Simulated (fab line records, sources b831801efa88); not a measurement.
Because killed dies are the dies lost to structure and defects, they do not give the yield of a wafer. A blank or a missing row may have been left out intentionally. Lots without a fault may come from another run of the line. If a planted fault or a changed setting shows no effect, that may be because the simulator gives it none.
Which tool did it? | flow gf180mcu | route of 602 steps, sampled at 1 step: 6 lots, 18 wafers

WHAT EACH GAUGE READ, for each wafer
GF_STI_THK_MEAS_04.
lot  | measured    | on            | STI_CVD_03_THK (nm)
L836 | day 2 11:40 | film-metro-04 | 209.6 210.9 212.5
L839 | day 3 00:41 | film-metro-04 | 210.1 208.6 210.1
L842 | day 3 15:50 | film-metro-02 | 203.4 204.1 206.4
L845 | day 4 07:38 | film-metro-02 | 207.5 207.8 207.9
L849 | day 5 03:33 | film-metro-04 | 207.0 204.8 206.0
L854 | day 6 04:31 | film-metro-02 | 207.3 209.4 210.4

WHICH TOOL RAN EACH LOT (tool, then ch and the chambers of the sampled wafers, then the start)
The record holds no process step before these readings.

THE ANSWER, worked out from the rows above alone
Rule: what is usual is taken from the lots themselves. The widest of any qualifying gaps counts: lots, ordered by their means at a reading, are off when they make up no more than a third of the lots, leave a main group of 4 or more, and stand apart from it by 3 or more times the standard deviation of that group's means. Not used: any main group whose means are identical at the precision the tables above print for the reading. A lot without any number at a reading at which 4 lots or more have one is off too. Any other lot the step has rows for is counted as sound.
No lot is off on any of the readings shown, so nothing can be concluded from this.

WHAT HAD BEEN PUT IN BY THE SIMULATOR
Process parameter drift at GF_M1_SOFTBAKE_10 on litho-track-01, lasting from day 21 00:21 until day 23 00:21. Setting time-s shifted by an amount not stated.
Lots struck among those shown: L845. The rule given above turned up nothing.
